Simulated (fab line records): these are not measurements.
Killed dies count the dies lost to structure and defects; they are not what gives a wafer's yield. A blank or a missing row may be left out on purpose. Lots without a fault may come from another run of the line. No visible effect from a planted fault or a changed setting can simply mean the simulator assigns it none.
fab line records ; flow gf180mcu ; part 1 of 2: steps 1 to 25 of 35
record: lots: 5; wafers: 15; last_day: 34
route steps=602 shown M1@316 V1@335
lots untouched by any fault: they come from a run of this same line in which no faults occurred
start_h: start of the lot's first displayed wafer, in hours after the record's first day ; wait_h: hours elapsed since this lot's preceding step ; " same as the row above ; L1.1+2: a single row standing in for several wafers ; - either no value or no given start ; * or withheld: withheld ; < > ~ a bound
route shown NAME@n: a module of which the file shows steps, and the number in the route of the first ; usual: mean and standard deviation over wafers with no fault ; same: alike in all rows ; chamber/n: place in a boat ; sites: the reading at each site ; _std_site: the standard deviation of these ; _edge_site: outer sites' mean less inner sites' ; radius_mm: for every site, how far away it sits from the centre of the wafer ; mask NAME#n: copy n ; behind: tool/chamber where the wafer was last shaped ; hold: why the lot went on hold/how many hours it stayed there/how the hold came to an end ; device: the n, p or np transistor that did not switch ; end of line: tests of these same wafers at the route's end ; a step without rows: its recipe alone ; killed: the dies lost at the first sort to structure and to defects; this is not the yield of the wafer ; map: shows each die of a wafer: x if killed, . if not, _ if none is there
set.NAME: setting as actually run; set.NAME@STEP: the setting as run at that earlier step ; model.NAME: the simulator's own value behind a step, which no gauge read
lots seen at some steps along the route; tables by step, rows by wafer
services: from which hour (start_h, from the record's first day; less than 0 if before it) a tool's chamber was out of use, for how many hours, and why
== steps ==
step: GF_M1_SPUTTER_01
recipe: material: TiN; target_thk_nm: 30; power_w: 6500; time_s: 25; chamber_pressure_pa: 0.4
usual: throttle_valve_pct: 29.4/0.92
lot.wafer;tool;chamber;start_h;wait_h;throttle_valve_pct
L075.1;pvd_sputter-02;-;378.64;0.1;29.6
L075.2;pvd_sputter-02;-;378.64;0.1;30.0
L075.5;pvd_sputter-02;-;378.64;0.1;28.1
L078.1;pvd_sputter-02;-;397.28;0.1;28.0
L078.2;pvd_sputter-02;-;397.28;0.1;29.8
L078.5;pvd_sputter-02;-;397.28;0.1;30.1
L090.1;pvd_sputter-03;-;507.35;0.1;28.8
L090.2;pvd_sputter-03;-;507.35;0.1;29.4
L090.4;pvd_sputter-03;-;507.35;0.1;29.7
L092.1;pvd_sputter-01;-;524.94;0.1;28.8
L092.3;pvd_sputter-01;-;524.94;0.1;27.5
L092.5;pvd_sputter-01;-;524.94;0.1;28.8
L096.2;pvd_sputter-02;-;552.74;0.1;27.8
L096.3;pvd_sputter-02;-;552.74;0.1;29.8
L096.4;pvd_sputter-02;-;552.74;0.1;29.6
step: GF_M1_SPUTTER_02
recipe: material: AlCu; target_thk_nm: 450; power_w: 10600; time_s: 23.9; chamber_pressure_pa: 0.4
usual: throttle_valve_pct: 29.4/0.92
lot.wafer;tool;chamber;start_h;wait_h;throttle_valve_pct
L075.1;pvd_sputter-02;-;378.67;0.0;29.7
L075.2;pvd_sputter-02;-;378.67;0.0;30.0
L075.5;pvd_sputter-02;-;378.67;0.0;28.2
L078.1;pvd_sputter-02;-;397.31;0.0;28.0
L078.2;pvd_sputter-02;-;397.31;0.0;29.8
L078.5;pvd_sputter-02;-;397.31;0.0;29.6
L090.1;pvd_sputter-03;-;507.38;0.0;28.8
L090.2;pvd_sputter-03;-;507.38;0.0;29.4
L090.4;pvd_sputter-03;-;507.38;0.0;29.2
L092.1;pvd_sputter-01;-;524.97;0.0;29.0
L092.3;pvd_sputter-01;-;524.97;0.0;27.6
L092.5;pvd_sputter-01;-;524.97;0.0;28.8
L096.2;pvd_sputter-02;-;552.77;0.0;28.2
L096.3;pvd_sputter-02;-;552.77;0.0;29.8
L096.4;pvd_sputter-02;-;552.77;0.0;29.5
step: GF_M1_SPUTTER_03
recipe: material: Ti; target_thk_nm: 10; substrate_temp_c: 300; chamber_pressure_pa: 0.3; power_w: 3000; time_s: 6.7
usual: throttle_valve_pct: 29.4/0.9
lot.wafer;tool;chamber;start_h;wait_h;throttle_valve_pct
L075.1;pvd_sputter-02;-;378.70;0.0;29.9
L075.2;pvd_sputter-02;-;378.70;0.0;29.7
L075.5;pvd_sputter-02;-;378.70;0.0;27.8
L078.1;pvd_sputter-02;-;397.34;0.0;28.1
L078.2;pvd_sputter-02;-;397.34;0.0;29.7
L078.5;pvd_sputter-02;-;397.34;0.0;29.9
L090.1;pvd_sputter-03;-;507.41;0.0;28.9
L090.2;pvd_sputter-03;-;507.41;0.0;29.4
L090.4;pvd_sputter-03;-;507.41;0.0;29.6
L092.1;pvd_sputter-01;-;525.00;0.0;28.9
L092.3;pvd_sputter-01;-;525.00;0.0;27.7
L092.5;pvd_sputter-01;-;525.00;0.0;28.8
L096.2;pvd_sputter-02;-;552.80;0.0;28.1
L096.3;pvd_sputter-02;-;552.80;0.0;29.7
L096.4;pvd_sputter-02;-;552.80;0.0;29.7
step: GF_M1_SPUTTER_04
recipe: material: TiN; target_thk_nm: 50; power_w: 6500; time_s: 41.7; chamber_pressure_pa: 0.4
usual: throttle_valve_pct: 29.4/0.91
lot.wafer;tool;chamber;start_h;wait_h;throttle_valve_pct
L075.1;pvd_sputter-02;-;378.72;0.0;29.7
L075.2;pvd_sputter-02;-;378.72;0.0;30.0
L075.5;pvd_sputter-02;-;378.72;0.0;27.9
L078.1;pvd_sputter-02;-;397.36;0.0;28.2
L078.2;pvd_sputter-02;-;397.36;0.0;29.9
L078.5;pvd_sputter-02;-;397.36;0.0;29.9
L090.1;pvd_sputter-03;-;507.43;0.0;28.8
L090.2;pvd_sputter-03;-;507.43;0.0;29.6
L090.4;pvd_sputter-03;-;507.43;0.0;29.3
L092.1;pvd_sputter-01;-;525.02;0.0;28.8
L092.3;pvd_sputter-01;-;525.02;0.0;27.7
L092.5;pvd_sputter-01;-;525.02;0.0;28.8
L096.2;pvd_sputter-02;-;552.82;0.0;28.2
L096.3;pvd_sputter-02;-;552.82;0.0;29.8
L096.4;pvd_sputter-02;-;552.82;0.0;29.6
step: GF_M1_RS_MEAS_05
recipe: thk_meas_gauge: four-point-probe; reads: TiN_of_M1_SPUTTER_04+Ti_of_M1_SPUTTER_03+AlCu_of_M1_SPUTTER_02+TiN_of_M1_SPUTTER_01+Ti_of_M1_SPUTTER_00
usual: M1_ALCU_RS: 0.0696/0.00073
lot.wafer;tool;chamber;start_h;wait_h;M1_ALCU_RS[ohm/sq]
L075.1;film_metro-04;-;378.76;0.0;0.0695
L075.2;film_metro-04;-;378.76;0.0;0.0690
L075.5;film_metro-04;-;378.76;0.0;0.0701
L078.1;film_metro-01;-;397.40;0.0;0.0687
L078.2;film_metro-01;-;397.40;0.0;0.0693
L078.5;film_metro-01;-;397.40;0.0;0.0692
L090.1;film_metro-02;-;507.47;0.0;0.0685
L090.2;film_metro-02;-;507.47;0.0;0.0699
L090.4;film_metro-02;-;507.47;0.0;0.0692
L092.1;film_metro-04;-;525.06;0.0;0.0679
L092.3;film_metro-04;-;525.06;0.0;0.0690
L092.5;film_metro-04;-;525.06;0.0;0.0682
L096.2;film_metro-02;-;552.88;0.0;0.0700
L096.3;film_metro-02;-;552.88;0.0;0.0711
L096.4;film_metro-02;-;552.88;0.0;0.0711
step: GF_M1_THK_MEAS_06
recipe: thk_meas_gauge: xrf; reads: AlCu_of_M1_SPUTTER_02
usual: M1_ALCU_THK: 453/5.3
lot.wafer;tool;chamber;start_h;wait_h;M1_ALCU_THK[nm]
L075.1;film_metro-04;-;378.88;0.1;456
L075.2;film_metro-04;-;378.88;0.1;461
L075.5;film_metro-04;-;378.88;0.1;455
L078.1;film_metro-01;-;397.52;0.1;457
L078.2;film_metro-01;-;397.52;0.1;452
L078.5;film_metro-01;-;397.52;0.1;453
L090.1;film_metro-02;-;507.59;0.1;455
L090.2;film_metro-02;-;507.59;0.1;448
L090.4;film_metro-02;-;507.59;0.1;452
L092.1;film_metro-04;-;525.18;0.1;466
L092.3;film_metro-04;-;525.18;0.1;458
L092.5;film_metro-04;-;525.18;0.1;463
L096.2;film_metro-02;-;552.99;0.1;451
L096.3;film_metro-02;-;552.99;0.1;444
L096.4;film_metro-02;-;552.99;0.1;444
step: GF_M1_DEHYDRATE_07
recipe: temp_c: 200; time_s: 60
usual: exhaust_pa: 45.1/0.9
lot.wafer;tool;chamber;start_h;wait_h;exhaust_pa
L075.1;litho_track-04;0;389.30;10.4;44.4
L075.2;litho_track-04;0;389.30;10.4;43.1
L075.5;litho_track-04;0;389.30;10.4;44.1
L078.1;litho_track-02;0;408.75;11.2;45.7
L078.2;litho_track-02;0;408.75;11.2;44.6
L078.5;litho_track-02;0;408.75;11.2;44.7
L090.1;litho_track-02;0;518.49;10.9;45.7
L090.2;litho_track-02;0;518.49;10.9;44.5
L090.4;litho_track-02;0;518.49;10.9;44.0
L092.1;litho_track-04;0;535.85;10.7;46.3
L092.3;litho_track-04;0;535.85;10.7;45.9
L092.5;litho_track-04;0;535.85;10.7;46.5
L096.2;litho_track-01;0;563.02;10.0;44.6
L096.3;litho_track-01;0;563.02;10.0;44.9
L096.4;litho_track-01;0;563.02;10.0;43.6
step: GF_M1_HMDS_08
recipe: prime_time_s: 60; prime_temp_c: 120
usual: exhaust_pa: 45.1/0.86
lot.wafer;tool;chamber;start_h;wait_h;exhaust_pa
L075.1;litho_track-04;0;389.45;0.1;44.6
L075.2;litho_track-04;0;389.45;0.1;45.2
L075.5;litho_track-04;0;389.45;0.1;44.1
L078.1;litho_track-02;0;408.90;0.1;44.8
L078.2;litho_track-02;0;408.90;0.1;44.7
L078.5;litho_track-02;0;408.90;0.1;45.2
L090.1;litho_track-02;0;518.64;0.1;44.4
L090.2;litho_track-02;0;518.64;0.1;44.7
L090.4;litho_track-02;0;518.64;0.1;44.7
L092.1;litho_track-04;0;536.00;0.1;45.9
L092.3;litho_track-04;0;536.00;0.1;46.0
L092.5;litho_track-04;0;536.00;0.1;45.6
L096.2;litho_track-01;0;563.17;0.1;47.1
L096.3;litho_track-01;0;563.17;0.1;45.6
L096.4;litho_track-01;0;563.17;0.1;46.2
step: GF_M1_COAT_09
recipe: resist: KrF; spin_rpm: withheld; resist_thk_nm: 1000
usual: exhaust_pa: 45.1/0.87
lot.wafer;tool;chamber;start_h;wait_h;exhaust_pa
L075.1;litho_track-04;0;389.60;0.1;47.0
L075.2;litho_track-04;0;389.60;0.1;44.5
L075.5;litho_track-04;0;389.60;0.1;45.7
L078.1;litho_track-02;0;409.05;0.1;45.4
L078.2;litho_track-02;0;409.05;0.1;45.1
L078.5;litho_track-02;0;409.05;0.1;44.0
L090.1;litho_track-02;0;518.79;0.1;45.3
L090.2;litho_track-02;0;518.79;0.1;43.4
L090.4;litho_track-02;0;518.79;0.1;46.5
L092.1;litho_track-04;0;536.15;0.1;44.4
L092.3;litho_track-04;0;536.15;0.1;45.6
L092.5;litho_track-04;0;536.15;0.1;46.7
L096.2;litho_track-01;0;563.32;0.1;46.1
L096.3;litho_track-01;0;563.32;0.1;44.8
L096.4;litho_track-01;0;563.32;0.1;45.3
step: GF_M1_SOFTBAKE_10
recipe: temp_c: 130; time_s: 60; resist: KrF
usual: exhaust_pa: 45.1/0.94
lot.wafer;tool;chamber;start_h;wait_h;exhaust_pa
L075.1;litho_track-04;0;389.75;0.1;44.7
L075.2;litho_track-04;0;389.75;0.1;46.8
L075.5;litho_track-04;0;389.75;0.1;45.9
L078.1;litho_track-02;0;409.20;0.1;45.2
L078.2;litho_track-02;0;409.20;0.1;44.5
L078.5;litho_track-02;0;409.20;0.1;45.5
L090.1;litho_track-02;0;518.94;0.1;44.4
L090.2;litho_track-02;0;518.94;0.1;43.9
L090.4;litho_track-02;0;518.94;0.1;44.8
L092.1;litho_track-04;0;536.30;0.1;44.2
L092.3;litho_track-04;0;536.30;0.1;44.4
L092.5;litho_track-04;0;536.30;0.1;44.3
L096.2;litho_track-01;0;563.47;0.1;44.3
L096.3;litho_track-01;0;563.47;0.1;44.5
L096.4;litho_track-01;0;563.47;0.1;44.5
step: GF_M1_EXPOSE_11
recipe: mask_id: Metal1; target_cd_nm: 230; na: 0.68; source_shape: conventional; sigma_outer: 0.6; dose_mj: 28
usual: focus_offset_nm: 0.0/0.61; stage_vel_mm_s: 499.98/0.23
lot.wafer;tool;chamber;start_h;wait_h;mask;focus_offset_nm;stage_vel_mm_s
L075.1;krf_scanner-02;0;-;-;Metal1#0;-0.3;500.21
L075.2;krf_scanner-02;0;-;-;Metal1#0;-0.2;499.73
L075.5;krf_scanner-02;0;-;-;Metal1#0;-0.5;500.04
L078.1;krf_scanner-01;0;-;-;Metal1#0;0.3;500.14
L078.2;krf_scanner-01;0;-;-;Metal1#0;0.8;499.89
L078.5;krf_scanner-01;0;-;-;Metal1#0;0.4;499.91
L090.1;krf_scanner-01;0;-;-;Metal1#0;-0.6;499.97
L090.2;krf_scanner-01;0;-;-;Metal1#0;-0.8;500.28
L090.4;krf_scanner-01;0;-;-;Metal1#0;0.2;499.89
L092.1;krf_scanner-01;0;-;-;Metal1#0;-1.0;499.83
L092.3;krf_scanner-01;0;-;-;Metal1#0;-0.9;500.11
L092.5;krf_scanner-01;0;-;-;Metal1#0;-1.1;499.94
L096.2;krf_scanner-01;0;-;-;Metal1#0;0.4;499.85
L096.3;krf_scanner-01;0;-;-;Metal1#0;0.4;499.95
L096.4;krf_scanner-01;0;-;-;Metal1#0;0.5;499.90
step: GF_M1_PEB_12
recipe: peb_temp_c: 135; peb_time_s: 90; resist: KrF
usual: exhaust_pa: 45.1/0.97
lot.wafer;tool;chamber;start_h;wait_h;exhaust_pa
L075.1;litho_track-02;0;-;-;44.3
L075.2;litho_track-02;0;-;-;45.2
L075.5;litho_track-02;0;-;-;44.8
L078.1;litho_track-01;0;-;-;46.0
L078.2;litho_track-01;0;-;-;45.9
L078.5;litho_track-01;0;-;-;44.8
L090.1;litho_track-04;0;-;-;44.5
L090.2;litho_track-04;0;-;-;44.2
L090.4;litho_track-04;0;-;-;43.8
L092.1;litho_track-01;0;-;-;45.7
L092.3;litho_track-01;0;-;-;45.2
L092.5;litho_track-01;0;-;-;43.2
L096.2;litho_track-04;0;-;-;43.3
L096.3;litho_track-04;0;-;-;42.5
L096.4;litho_track-04;0;-;-;44.0
step: GF_M1_DEVELOP_13
recipe: develop_time_s: 60; dev_temp_c: 21
usual: developer_temp_C: 21.01/0.11; exhaust_pa: 45.2/0.87
same: develop_time_s: 60
lot.wafer;tool;chamber;start_h;wait_h;developer_temp_C;exhaust_pa
L075.1;litho_track-02;0;401.65;0.2;20.98;45.5
L075.2;litho_track-02;0;401.65;0.2;21.02;46.4
L075.5;litho_track-02;0;401.65;0.2;21.07;45.1
L078.1;litho_track-01;0;420.80;0.2;21.04;46.3
L078.2;litho_track-01;0;420.80;0.2;20.81;46.8
L078.5;litho_track-01;0;420.80;0.2;21.05;46.5
L090.1;litho_track-04;0;530.70;0.2;20.78;44.8
L090.2;litho_track-04;0;530.70;0.2;20.93;44.5
L090.4;litho_track-04;0;530.70;0.2;20.84;45.1
L092.1;litho_track-01;0;547.55;0.2;20.86;46.2
L092.3;litho_track-01;0;547.55;0.2;21.15;44.1
L092.5;litho_track-01;0;547.55;0.2;21.10;45.3
L096.2;litho_track-04;0;574.52;0.2;21.14;45.2
L096.3;litho_track-04;0;574.52;0.2;21.14;44.2
L096.4;litho_track-04;0;574.52;0.2;21.23;45.2
step: GF_M1_CD_MEAS_14
recipe: target_cd_nm: 230
usual: cd_nm: 230.2/1.3
lot.wafer;tool;chamber;start_h;wait_h;cd_nm
L075.1;cd_sem-01;-;401.80;0.1;231.5
L075.2;cd_sem-01;-;401.80;0.1;232.2
L075.5;cd_sem-01;-;401.80;0.1;231.3
L078.1;cd_sem-02;-;420.95;0.1;228.9
L078.2;cd_sem-02;-;420.95;0.1;227.9
L078.5;cd_sem-02;-;420.95;0.1;229.2
L090.1;cd_sem-02;-;530.85;0.1;228.5
L090.2;cd_sem-02;-;530.85;0.1;228.9
L090.4;cd_sem-02;-;530.85;0.1;229.6
L092.1;cd_sem-01;-;547.70;0.1;229.7
L092.3;cd_sem-01;-;547.70;0.1;229.6
L092.5;cd_sem-01;-;547.70;0.1;230.4
L096.2;cd_sem-01;-;574.67;0.1;229.0
L096.3;cd_sem-01;-;574.67;0.1;230.2
L096.4;cd_sem-01;-;574.67;0.1;229.7
step: GF_M1_OVL_MEAS_15
usual: M1_OVL: 3/5.5
lot.wafer;tool;chamber;start_h;wait_h;M1_OVL[nm]
L075.1;overlay-01;-;401.92;0.1;0
L075.2;overlay-01;-;401.92;0.1;8
L075.5;overlay-01;-;401.92;0.1;0
L078.1;overlay-01;-;421.07;0.1;10
L078.2;overlay-01;-;421.07;0.1;3
L078.5;overlay-01;-;421.07;0.1;3
L090.1;overlay-02;-;530.97;0.1;16
L090.2;overlay-02;-;530.97;0.1;10
L090.4;overlay-02;-;530.97;0.1;16
L092.1;overlay-02;-;547.82;0.1;-5
L092.3;overlay-02;-;547.82;0.1;2
L092.5;overlay-02;-;547.82;0.1;-7
L096.2;overlay-02;-;574.78;0.1;3
L096.3;overlay-02;-;574.78;0.1;5
L096.4;overlay-02;-;574.78;0.1;1
step: GF_M1_METAL_ETCH_16
recipe: chemistry: Cl2/BCl3; mask_material: KrF; target_depth_nm: 627.5; stop_on: SiO2; pressure_mtorr: 8; icp_w: 800; bias_w: 140; Cl2_flow_sccm: 80; bcl3_flow_sccm: 40; time_s: 104.6
usual: bcl3_flow_sccm: 39.99/0.12; drypump_motor_current_A: 5.69/0.18; oes_product_au: 0.972/0.0064; throttle_valve_pct: 28.251/0.0099
lot.wafer;tool;chamber;start_h;wait_h;bcl3_flow_sccm;drypump_motor_current_A;oes_product_au;rf_hours_counter_h;throttle_valve_pct
L075.1;rie_metal-03;0;401.95;0.0;40.17;5.56;0.967;0;28.251
L075.2;rie_metal-03;1;401.95;0.0;39.92;5.45;0.976;2;28.243
L075.5;rie_metal-03;0;401.95;0.0;39.95;5.55;0.969;-;28.282
L078.1;rie_metal-04;0;421.10;0.0;40.07;5.91;0.972;1;28.255
L078.2;rie_metal-04;1;421.10;0.0;39.89;5.81;0.972;8;28.251
L078.5;rie_metal-04;0;421.10;0.0;39.91;5.90;0.975;-;28.252
L090.1;rie_metal-04;0;531.01;0.0;40.05;5.91;0.985;3;28.235
L090.2;rie_metal-04;1;531.01;0.0;40.13;5.82;0.963;11;28.250
L090.4;rie_metal-04;1;531.01;0.0;40.08;5.85;0.966;-;28.255
L092.1;rie_metal-04;0;547.85;0.0;39.98;5.91;0.982;4;28.254
L092.3;rie_metal-04;0;547.85;0.0;39.99;5.89;0.979;-;28.242
L092.5;rie_metal-04;0;547.85;0.0;39.99;5.90;0.985;-;28.246
L096.2;rie_metal-03;0;574.81;0.0;40.04;5.60;0.964;4;28.265
L096.3;rie_metal-03;1;574.81;0.0;39.99;5.49;0.968;-;28.264
L096.4;rie_metal-03;0;574.81;0.0;40.00;5.58;0.958;-;28.264
step: GF_M1_STRIP_17
recipe: chemistry: O2/N2; power_w: 1400; pressure_mtorr: 1500; platen_temp_c: 250; o2_flow_sccm: 3000; n2_flow_sccm: 300; overash_fraction: 0.5
usual: drypump_motor_current_A: 5.80/0.23; heater_power_w: 336/15; o2_flow_sccm: 2998/8.9; oes_product_au: 0.558/0.0046; strip_time_to_endpoint_s: 7.86/0.035
lot.wafer;tool;chamber;start_h;wait_h;drypump_motor_current_A;heater_power_w;o2_flow_sccm;oes_product_au;rf_hours_counter_h;strip_time_to_endpoint_s
L075.1;plasma_asher-04;0;402.06;0.1;5.74;341;2996;0.561;63;7.89
L075.2;plasma_asher-04;1;402.06;0.1;5.95;326;2993;0.554;63;7.90
L075.5;plasma_asher-04;1;402.06;0.1;5.95;319;3003;0.555;-;7.88
L078.1;plasma_asher-04;0;421.22;0.1;5.74;338;2983;0.556;65;7.90
L078.2;plasma_asher-04;1;421.22;0.1;5.88;319;2999;0.560;65;7.89
L078.5;plasma_asher-04;0;421.22;0.1;5.72;337;2992;0.554;-;7.91
L090.1;plasma_asher-03;1;531.12;0.1;6.04;340;3007;0.559;11;7.87
L090.2;plasma_asher-03;0;531.12;0.1;5.48;334;3003;0.566;11;7.85
L090.4;plasma_asher-03;0;531.12;0.1;5.49;342;2995;0.552;-;7.83
L092.1;plasma_asher-04;1;548.08;0.2;5.88;323;2991;0.558;79;7.82
L092.3;plasma_asher-04;1;548.08;0.2;5.94;321;3006;0.558;-;7.83
L092.5;plasma_asher-04;0;548.08;0.2;5.73;347;2994;0.556;-;7.83
L096.2;plasma_asher-02;0;574.92;0.1;5.50;309;2993;0.558;39;7.91
L096.3;plasma_asher-02;1;574.92;0.1;6.15;383;3005;0.557;-;7.87
L096.4;plasma_asher-02;0;574.92;0.1;5.51;305;3007;0.551;-;7.86
step: GF_M1_STRIP_18
recipe: chemistry: post_etch_residue_remover; time_s: 1200; temp_c: 72.5
lot.wafer;tool;chamber;start_h;wait_h
L075.1+2+5;wet_bench-03;2;402.16;0.1
L078.1+2+5;wet_bench-04;3;421.32;0.1
L090.1+2+4;wet_bench-01;0;531.22;0.1
L092.1+3+5;wet_bench-04;3;548.18;0.1
L096.2+3+4;wet_bench-03;3;575.02;0.1
step: GF_M1_CLEAN_19
recipe: chemistry: DIW; dry: n2_spin
lot.wafer;tool;chamber;start_h;wait_h
L075.1+2+5;wet_bench-04;3;402.54;0.0
L078.1+2+5;wet_bench-03;1;421.66;0.0
L090.1+2+4;wet_bench-03;3;531.56;0.0
L092.1+3+5;wet_bench-03;0;548.52;0.0
L096.2+3+4;wet_bench-04;2;575.36;0.0
step: GF_V1_CVD_00
recipe: material: SiO2; target_thk_nm: 600; sigma_open_frac: 0.3; temp_c: 400; time_s: 100; sih4_flow_sccm: 60; pressure_mtorr: 6
lot.wafer;tool;chamber;start_h;wait_h
L075.1+2+5;hdpcvd-01;0,2,2;402.63;0.0
L078.1+2+5;hdpcvd-02;1,0,2;421.76;0.0
L090.1+2+4;hdpcvd-02;1,0,2;531.65;0.0
L092.1+3+5;hdpcvd-02;0,1,1;548.61;0.0
L096.2+3+4;hdpcvd-01;0,2,1;575.45;0.0
step: GF_V1_THK_MEAS_01
recipe: reads: SiO2_of_V1_CVD_00
usual: V1_CVD_00_THK: 603/5.7
lot.wafer;tool;chamber;start_h;wait_h;V1_CVD_00_THK[nm]
L075.1;film_metro-03;-;402.70;0.0;606
L075.2;film_metro-03;-;402.70;0.0;601
L075.5;film_metro-03;-;402.70;0.0;599
L078.1;film_metro-03;-;421.83;0.0;594
L078.2;film_metro-03;-;421.83;0.0;602
L078.5;film_metro-03;-;421.83;0.0;598
L090.1;film_metro-01;-;531.72;0.0;606
L090.2;film_metro-01;-;531.72;0.0;609
L090.4;film_metro-01;-;531.72;0.0;600
L092.1;film_metro-01;-;548.68;0.0;603
L092.3;film_metro-01;-;548.68;0.0;603
L092.5;film_metro-01;-;548.68;0.0;602
L096.2;film_metro-03;-;575.53;0.0;602
L096.3;film_metro-03;-;575.53;0.0;601
L096.4;film_metro-03;-;575.53;0.0;600
step: GF_V1_CVD_02
recipe: material: SiO2; target_thk_nm: 850; precursor: TEOS; temp_c: 400; time_s: 94.851; rf_w: 600
usual: heater_power_w: 670/85
lot.wafer;tool;chamber;start_h;wait_h;heater_power_w
L075.1;pecvd-02;1;402.76;0.1;781
L075.2;pecvd-02;0;402.76;0.1;660
L075.5;pecvd-02;0;402.76;0.1;703
L078.1;pecvd-01;1;421.89;0.1;644
L078.2;pecvd-01;0;421.89;0.1;650
L078.5;pecvd-01;1;421.89;0.1;492
L090.1;pecvd-01;1;531.78;0.1;565
L090.2;pecvd-01;2;531.78;0.1;793
L090.4;pecvd-01;0;531.78;0.1;594
L092.1;pecvd-01;0;548.74;0.1;662
L092.3;pecvd-01;1;548.74;0.1;516
L092.5;pecvd-01;1;548.74;0.1;573
L096.2;pecvd-03;0;575.58;0.0;755
L096.3;pecvd-03;2;575.58;0.0;629
L096.4;pecvd-03;2;575.58;0.0;646
step: GF_V1_THK_MEAS_03
recipe: reads: SiO2_of_V1_CVD_02
usual: V1_CVD_02_THK: 848/11
lot.wafer;tool;chamber;start_h;wait_h;V1_CVD_02_THK[nm]
L075.1;film_metro-02;-;402.83;0.0;829
L075.2;film_metro-02;-;402.83;0.0;842
L075.5;film_metro-02;-;402.83;0.0;855
L078.1;film_metro-01;-;421.96;0.0;839
L078.2;film_metro-01;-;421.96;0.0;827
L078.5;film_metro-01;-;421.96;0.0;852
L090.1;film_metro-02;-;531.85;0.0;852
L090.2;film_metro-02;-;531.85;0.0;841
L090.4;film_metro-02;-;531.85;0.0;859
L092.1;film_metro-02;-;548.81;0.0;849
L092.3;film_metro-02;-;548.81;0.0;850
L092.5;film_metro-02;-;548.81;0.0;873
L096.2;film_metro-02;-;575.66;0.0;827
L096.3;film_metro-02;-;575.66;0.0;838
L096.4;film_metro-02;-;575.66;0.0;845
step: GF_V1_CMP_04
recipe: material: SiO2; down_force_psi: 4; platen_rpm: 60; pad_velocity_m_s: 0.94248
usual: edge_zone_pressure_frac: 1.000/0.0052; motor_current_A: 11.1/0.88; time_to_endpoint_s: 81/4.7
lot.wafer;tool;chamber;start_h;wait_h;edge_zone_pressure_frac;motor_current_A;time_to_endpoint_s
L075.1;cmp-01;1;402.99;0.1;1.008;11.6;74
L075.2;cmp-01;2;402.99;0.1;1.003;10.1;79
L075.5;cmp-01;3;402.99;0.1;1.000;10.5;89
L078.1;cmp-02;1;422.12;0.1;0.997;12.5;77
L078.2;cmp-02;2;422.12;0.1;1.000;10.3;73
L078.5;cmp-02;3;422.12;0.1;0.993;10.3;85
L090.2;cmp-02;3;531.91;0.0;0.992;11.4;77
L090.1;cmp-02;0;531.91;0.0;1.004;12.1;83
L090.4;cmp-02;2;531.91;0.0;0.993;9.7;81
L092.3;cmp-02;1;548.97;0.1;1.001;12.8;79
L092.1;cmp-02;2;548.97;0.1;1.002;10.1;79
L092.5;cmp-02;3;548.97;0.1;1.002;10.7;92
L096.2;cmp-02;2;575.71;0.0;0.993;10.7;73
L096.4;cmp-02;3;575.71;0.0;1.004;10.6;81
L096.3;cmp-02;1;575.71;0.0;1.003;12.2;77
step: GF_V1_BOW_MEAS_05
recipe: mode: bow
usual: V1_BOW: 81/7.4
lot.wafer;tool;chamber;start_h;wait_h;V1_BOW[um]
L075.1;film_metro-02;-;403.19;0.1;83
L075.2;film_metro-02;-;403.19;0.1;86
L075.5;film_metro-02;-;403.19;0.1;83
L078.1;film_metro-03;-;422.32;0.1;76
L078.2;film_metro-03;-;422.32;0.1;73
L078.5;film_metro-03;-;422.32;0.1;77
L090.1;film_metro-03;-;532.21;0.2;80
L090.2;film_metro-03;-;532.21;0.2;98
L090.4;film_metro-03;-;532.21;0.2;87
L092.1;film_metro-01;-;549.17;0.1;72
L092.3;film_metro-01;-;549.17;0.1;71
L092.5;film_metro-01;-;549.17;0.1;67
L096.2;film_metro-02;-;576.03;0.3;72
L096.3;film_metro-02;-;576.03;0.3;72
L096.4;film_metro-02;-;576.03;0.3;86
